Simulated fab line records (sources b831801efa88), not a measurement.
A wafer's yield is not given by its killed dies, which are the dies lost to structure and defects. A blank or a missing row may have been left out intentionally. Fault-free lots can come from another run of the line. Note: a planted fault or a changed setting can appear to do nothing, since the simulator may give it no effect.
One fault through the eyes of 2 desks / flow sky130 / only its own numbers are on each desk; what lay behind them is given at the end

DESK OF THE TOOL OWNER: lpcvd-03
The tool's own readings at SKY_SONOS_ONO_CVD_04 (deposits SiO2 from SiH4/N2O, target thk 5.7199 nm): means of the sampled wafers that have a number, for each lot that ran on this tool. A lot is out of limits, marked OUT, if its mean lies more than 4 standard deviations from the usual mean; the brackets give that distance.
Columns: A = zonePowerUpperPct at SKY_SONOS_ONO_CVD_04, usual 18.0 %
lot=L312; first seen here=day 11 22:53; A=18.6
lot=L313; first seen here=day 12 02:15; A=18.5
lot=L314; first seen here=day 12 07:50; A=17.3
lot=L315; first seen here=day 12 19:45; A=17.0
lot=L316; first seen here=day 12 23:16; A=17.4
lot=L317; first seen here=day 13 09:09; A=18.5
lot=L318; first seen here=day 13 18:08; A=18.4
lot=L319; first seen here=day 14 04:51; A=18.4
lot=L320; first seen here=day 14 06:06; A=18.6
lot=L321; first seen here=day 14 12:52; A=18.6
lot=L329; first seen here=day 17 07:24; A=17.0
lot=L330; first seen here=day 17 18:02; A=18.4
This desk found nothing out of limits on any of the 12 lots.

FROM THE METROLOGY DESK
Means of the sampled wafers that have a number, per lot and without regard to the tool the lot ran on: this is what the gauges read. A lot is out of limits, marked OUT, if its mean lies more than 4 standard deviations from the usual mean; the brackets give that distance.
Columns: A = SONOS_ONO_CVD_04_THK at SKY_SONOS_ONO_THK_MEAS_05, usual 5.75 nm; B = cdNm at SKY_VIA1_CD_MEAS_12, usual 150.6 nm; C = VIA1_W_THK at SKY_VIA1_THK_MEAS_23, usual 263 nm
lot=L312; first seen here=day 12 00:08; A=5.98; B=149.5; C=264
lot=L313; first seen here=day 12 03:30; A=5.79; B=149.7; C=265
lot=L314; first seen here=day 12 09:07; A=5.76; B=147.5; C=266
lot=L315; first seen here=day 12 21:00; A=5.83; B=153.8; C=261
lot=L316; first seen here=day 13 00:32; A=5.73; B=149.5; C=265
lot=L317; first seen here=day 13 10:24; A=5.81; B=151.5; C=268
lot=L318; first seen here=day 13 19:23; A=5.95; B=148.5; C=262
lot=L319; first seen here=day 14 06:07; A=5.79; B=151.6; C=262
lot=L320; first seen here=day 14 07:21; A=5.76; B=149.7; C=266
lot=L321; first seen here=day 14 14:07; A=5.66; B=152.1; C=267
lot=L329; first seen here=day 17 08:39; A=5.45; B=150.4; C=267
lot=L330; first seen here=day 17 19:17; A=5.46; B=148.7; C=261
This desk found nothing out of limits on any of the 12 lots.

ALL TOGETHER
The desk of the tool owner found nothing out of limits.
The metrology desk saw nothing out of limits.

WHAT THE SIMULATOR HAD PUT IN
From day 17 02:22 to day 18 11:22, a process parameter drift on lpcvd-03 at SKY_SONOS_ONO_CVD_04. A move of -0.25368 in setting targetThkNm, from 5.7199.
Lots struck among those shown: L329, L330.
